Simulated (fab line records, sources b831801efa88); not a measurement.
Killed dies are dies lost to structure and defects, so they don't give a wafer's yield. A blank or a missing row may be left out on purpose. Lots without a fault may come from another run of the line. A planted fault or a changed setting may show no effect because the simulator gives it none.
One fault seen from 2 desks | flow sky130 | each desk has only its own numbers; what lay behind them comes last

THE METROLOGY DESK
What the gauges read, lot by lot, whatever tool the lot ran on: means of the sampled wafers that have a number. A lot is out of limits, marked OUT, if its mean lies more than 4 standard deviations from the usual mean; the brackets give that distance.
Columns: A = cd_nm at SKY_VIA1_CD_MEAS_12, usual 150.5 nm; B = VIA1_OVL at SKY_VIA1_OVL_MEAS_13, usual 1 nm; C = VIA1_W_RS at SKY_VIA1_RS_MEAS_22, usual 0.426 ohm/sq
lot  | first seen here | A     | B  | C
L995 | day 34 01:09    | 151.7 | 6  | 0.425
L998 | day 36 03:38    | 150.5 | 4  | 0.426
L108 | day 38 07:20    | 151.3 | -3 | 0.434
L115 | day 40 06:32    | 150.8 | 11 | 0.427
L116 | day 40 18:34    | 151.3 | -4 | 0.418
This desk's finding: nothing out of limits on any of the 5 lots.

THE TOOL OWNER'S DESK: cvd_w-02
The tool's own readings at SKY_VIA1_CVD_21 (deposits W, target thk 270 nm, time 80.902 s): means of the sampled wafers that have a number, for each lot that ran on this tool. A lot is out of limits, marked OUT, if its mean lies more than 4 standard deviations from the usual mean; the brackets give that distance.
Columns: A = heater_power_outer_w at SKY_VIA1_CVD_21, usual 505 W; B = heater_power_w at SKY_VIA1_CVD_21, usual 845 W
lot  | first seen here | A   | B
L995 | day 34 02:02    | 519 | 871
L108 | day 38 08:13    | 493 | 815
L116 | day 40 19:28    | 535 | 930
This desk's finding: nothing out of limits on any of the 3 lots.

PUT TOGETHER
The metrology desk saw nothing out of limits.
The tool owner's desk saw nothing out of limits.

WHAT THE SIMULATOR HAD PUT IN
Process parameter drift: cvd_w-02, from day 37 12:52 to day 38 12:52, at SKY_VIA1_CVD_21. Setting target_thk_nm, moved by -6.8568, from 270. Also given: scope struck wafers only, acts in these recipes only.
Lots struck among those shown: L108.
